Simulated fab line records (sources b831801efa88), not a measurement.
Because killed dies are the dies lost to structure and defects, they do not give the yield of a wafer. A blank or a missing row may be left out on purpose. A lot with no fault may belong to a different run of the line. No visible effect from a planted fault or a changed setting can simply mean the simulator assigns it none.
A struck lot beside a sound one || flow sky130 || 21 steps out of a route of 708
Sound: the wafers L108.1, L108.5, L108.6. Wafers L103.3, L103.5, L103.6 were the ones struck. The cause comes at the end.
Each step with rows lists, per side, the tool, then ch with its chambers, then its first start. Under that, the readings that differ: sound wafers || struck wafers || difference of the means || sigmas: that difference in standard deviations of wafers without a fault.
alike: readings whose means differ by less than 2 such deviations, and words and numbers that are the same on both sides. not compared: withheld readings, readings that some wafer has no value for, bounds like >300 that may hide the same value, and numbers for which the record gives no deviation and whose values overlap.
A row with sigmas, a row that says differs or no value, or rows on one side alone: a step with any of these is where the two part. Numbers that don't overlap but have no deviation are shown without sigmas and don't part them. A reading missing from all wafers of one side parts the sides only when that side holds two or more wafers.

first, 1 step without rows for these wafers: SKY_POLY_GATE_CVD_03 (deposits Si3N4 from DCS/NH3, target thk 75 nm, time 1290 s).
SKY_POLY_GATE_THK_MEAS_04:
  sound on film_metro-01 at day 21 01:57; struck on film_metro-02 at day 19 10:58
  alike: POLY_GATE_CVD_03_THK
then, 8 steps without rows for these wafers: SKY_POLY_GATE_DEHYDRATE_05 (time 60 s); SKY_POLY_GATE_HMDS_06 (prime time 60 s); SKY_POLY_GATE_COAT_07 (resist thk 110 nm); SKY_POLY_GATE_COAT_08 (resist thk 450 nm); SKY_POLY_GATE_SOFTBAKE_09 (time 90 s); SKY_POLY_GATE_EXPOSE_10 (exposes mask P1M, target cd 150 nm); SKY_POLY_GATE_PEB_11; SKY_POLY_GATE_DEVELOP_12 (develop time 60 s).
SKY_POLY_GATE_CD_MEAS_13 targets a cd of 150 nm.
  sound on cd_sem-02 at day 22 08:59; struck on cd_sem-02 at day 20 17:19
  alike: cd_nm
SKY_POLY_GATE_OVL_MEAS_14:
  sound on overlay-02 at day 22 09:07; struck on overlay-02 at day 20 17:24
{"reading": "POLY_GATE_OVL (nm)", "sound": "-9 -9 -6", "struck": "2 7 -1", "difference": "+11", "sigmas": "+2"}
SKY_POLY_GATE_ETCH_15: etches BARC in N2/H2, stops on SiO2, time 118.5 s, target depth 110 nm.
  sound on rie_diel-01 ch 1,2, day 22 09:08; struck on rie_diel-01 ch 0,3, day 20 17:25
  no value came back on the struck wafers for any of 6 readings (bias_w (W), chamber_pressure_mTorr (mTorr) and others); on the sound wafers bias_w (W) reads 100.0 100.2 100.0
{"reading": "model.KrF-thick_of_POLY_GATE_COAT_08.thk_nm (nm)", "sound": "344.3 344.5 345.5", "struck": "435.9 435.9 435.1", "difference": "+90.9", "sigmas": ""}
  not compared: rf_hours_counter_h
SKY_POLY_GATE_ETCH_16: etches Si3N4 in CH3F/O2, stops on poly-Si, time 147.5 s, target depth 75 nm.
  sound on rie_diel-01 ch 1,2, day 22 09:13; struck on rie_diel-01 ch 0,3, day 20 17:30
{"reading": "oes_product_au (a.u.)", "sound": "0.640 0.644 0.643", "struck": "0.376 0.378 0.377", "difference": -0.265, "sigmas": -50}
{"reading": "throttle_valve_pct (%)", "sound": "10.532 10.536 10.550", "struck": "10.502 10.496 10.515", "difference": -0.035, "sigmas": -4}
  alike: O2_flow_sccm, bias_w, ch3f_flow_sccm, drypump_motor_current_A
  not compared: rf_hours_counter_h
SKY_POLY_GATE_ETCH_17: etches poly-Si in HBr/Cl2, stops on SiO2, target depth 180 nm, time 70.5 s.
  sound on rie_si-02 ch 0,1,3, day 22 09:19; struck on rie_si-01 ch 0,1, day 20 17:36
{"reading": "oes_product_au (a.u.)", "sound": "0.974 0.988 0.971", "struck": "0.282 0.269 0.261", "difference": -0.707, "sigmas": -98}
{"reading": "model.KrF-thick_of_POLY_GATE_COAT_08.thk_nm (nm)", "sound": "139.5 142.9 141.5", "struck": "231.1 230.8 230", "difference": "+89.3", "sigmas": ""}
  alike: HBr_flow_sccm, bias_w, drypump_motor_current_A, he_backside_leak_sccm, throttle_valve_pct
  not compared: rf_hours_counter_h
SKY_POLY_GATE_STRIP_18: strips in O2/N2.
  sound on plasma_asher-02 ch 0,1, day 22 09:23; struck on plasma_asher-01 ch 0,1, day 20 17:41
{"reading": "oes_product_au (a.u.)", "sound": "0.357 0.363 0.364", "struck": "0.398 0.400 0.405", "difference": "+0.040", "sigmas": "+8"}
{"reading": "strip_time_to_endpoint_s (s)", "sound": "3.161 3.193 3.185", "struck": "4.128 4.147 4.150", "difference": "+0.962", "sigmas": "+33"}
  alike: drypump_motor_current_A, n2_flow_sccm
  not compared: rf_hours_counter_h
then, 2 steps without rows for these wafers: SKY_POLY_GATE_CLEAN_19 (cleans in SC1/SC2, time 150 s); SKY_POLY_GATE_OXIDATION_20 (stabilise 600 s, purge 300 s, target thk 4 nm).
SKY_POLY_GATE_THK_MEAS_21:
  sound on film_metro-03 at day 22 10:47; struck on film_metro-01 at day 20 19:54
  alike: POLY_GATE_OXIDATION_THK
SKY_POLY_GATE_CD_MEAS_22:
  sound on cd_sem-02 at day 22 10:50; struck on cd_sem-01 at day 20 19:59
{"reading": "cd_nm (nm)", "sound": "151.0 150.7 149.9", "struck": "- - -", "difference": "no value on the struck wafers", "sigmas": ""}
then, 1 step without rows for these wafers: SKY_LDD_N_DEHYDRATE_00 (time 60 s).

WHERE THEY PART
Earliest at SKY_POLY_GATE_OVL_MEAS_14; latest, in this record, at SKY_POLY_GATE_CD_MEAS_22.

WHY: what had been put in by the simulator
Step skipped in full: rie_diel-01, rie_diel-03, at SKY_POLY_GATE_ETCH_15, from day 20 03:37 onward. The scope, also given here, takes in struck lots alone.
